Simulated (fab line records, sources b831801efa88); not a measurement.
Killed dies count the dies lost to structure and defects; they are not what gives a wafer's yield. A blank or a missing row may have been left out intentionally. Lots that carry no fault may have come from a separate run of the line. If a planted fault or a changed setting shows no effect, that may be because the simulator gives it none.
A lot that was struck, set against a sound lot -- flow sky130 -- 18 out of 708 route steps
Sound: wafers L757.1, L757.2, L757.4. Struck: wafer L764.3. (L764.4, L764.5 of the same lot were not struck and are left out.) The cause comes at the end.
For every step that has rows: the tool of each side, followed by ch and its chambers, followed by its first start. Under that, the readings that differ: sound wafers -- struck wafers -- difference of the means -- sigmas: that difference in standard deviations of wafers without a fault.
alike: a reading whose means differ by less than 2 such deviations, as well as words and numbers matching on both sides. not compared: withheld readings; readings where some wafer has no value; bounds like >300 that might hide an equal value; numbers whose values overlap and for which the record gives no deviation.
The two part at a step that has a row with sigmas, a row that says differs or no value, or rows on one side only. Numbers that have no deviation but don't overlap get no sigmas and don't part them. A reading that every wafer of one side lacks parts them only if that side has two wafers or more.

first, 5 steps without rows for these wafers: SKY_VIA4_COAT_06 (resist thk 1140 nm); SKY_VIA4_SOFTBAKE_07 (time 60 s); SKY_VIA4_EXPOSE_08 (exposes mask VIM4, target cd 800 nm); SKY_VIA4_PEB_09; SKY_VIA4_DEVELOP_10 (develop time 60 s).
SKY_VIA4_OVL_MEAS_11:
  sound: overlay-01 at day 42 08:40; struck: overlay-01 at day 44 15:59
  alike: VIA4_OVL
SKY_VIA4_ETCH_12: etches SiO2 in C4F8/O2/Ar, stops on TiN, target depth 580 nm.
  sound on rie-diel-01 ch 0,2,3, day 42 08:42; struck on rie-diel-02 ch 3, day 44 16:00
  alike: oes-product-au
SKY_VIA4_STRIP_13: strips in O2/N2.
  sound on plasma-asher-02 ch 0,1, day 42 08:46; struck on plasma-asher-04 ch 1, day 44 16:07
  alike: drypump-motor-current-A, oes-product-au, strip-time-to-endpoint-s
  not compared: rf-hours-counter-h
then, 3 steps without rows for these wafers: SKY_VIA4_STRIP_14 (strips in post etch residue remover, time 1200 s); SKY_VIA4_CLEAN_15 (cleans in IPA, time 180 s); SKY_VIA4_CLEAN_16 (cleans in O3/DIW).
SKY_VIA4_SPUTTER_17: material TiN, target thk 20 nm, time 80 s.
  sound: pvd-sputter-04 at day 42 09:24; struck: pvd-sputter-02 at day 44 16:45
  alike: cathode-dc-power-W, throttle-valve-pct
SKY_VIA4_CVD_18: deposits W, target thk 505 nm, time 152.14 s.
  sound on cvd-w-01 ch 0,1, day 42 09:28; struck on cvd-w-02 ch 0, day 44 16:52
reading,sound,struck,difference,sigmas
model.W_of_VIA4_CVD_18.thk-nm (nm),515.3 521.1 519.6,801.1,+282.4,
  alike: heater-power-w
SKY_VIA4_RS_MEAS_19: uses a four-point probe to measure.
  sound: film-metro-01 at day 42 09:37; struck: film-metro-03 at day 44 17:00
reading,sound,struck,difference,sigmas
VIA4_W_RS (ohm/sq),0.2212 0.2193 0.2196,0.1422,-0.0778,-32
SKY_VIA4_THK_MEAS_20: measures by xrf.
  sound: film-metro-01 at day 42 09:44; struck: film-metro-03 at day 44 17:06
reading,sound,struck,difference,sigmas
VIA4_W_THK (nm),516 521 520,815,+296,+47
SKY_VIA4_CMP_21: polishes, stops on SiO2, t overpolish 25 s, target thk 0 nm.
  sound on cmp-01 ch 1,2,3, day 42 10:03; struck on cmp-01 ch 1, day 44 17:08
reading,sound,struck,difference,sigmas
time-to-endpoint-s (s),122 113 118,189,+71,+16
  alike: edge-zone-pressure-frac, motor-current-A, platen-rpm
SKY_METAL5_SPUTTER_00: material Ti, target thk 15 nm, time 10 s.
  sound: pvd-sputter-01 at day 42 10:21; struck: pvd-sputter-03 at day 44 17:26
  alike: cathode-dc-power-W, throttle-valve-pct
next, for these wafers, 1 step has no rows: SKY_PAD_OPEN_PROBE_99.

== WHERE THEY PART ==
Earliest at SKY_VIA4_RS_MEAS_19; latest, in this record, at SKY_VIA4_CMP_21. Later steps at which nothing parts them and some readings are alike: SKY_METAL5_SPUTTER_00.

WHY: what had been put in by the simulator
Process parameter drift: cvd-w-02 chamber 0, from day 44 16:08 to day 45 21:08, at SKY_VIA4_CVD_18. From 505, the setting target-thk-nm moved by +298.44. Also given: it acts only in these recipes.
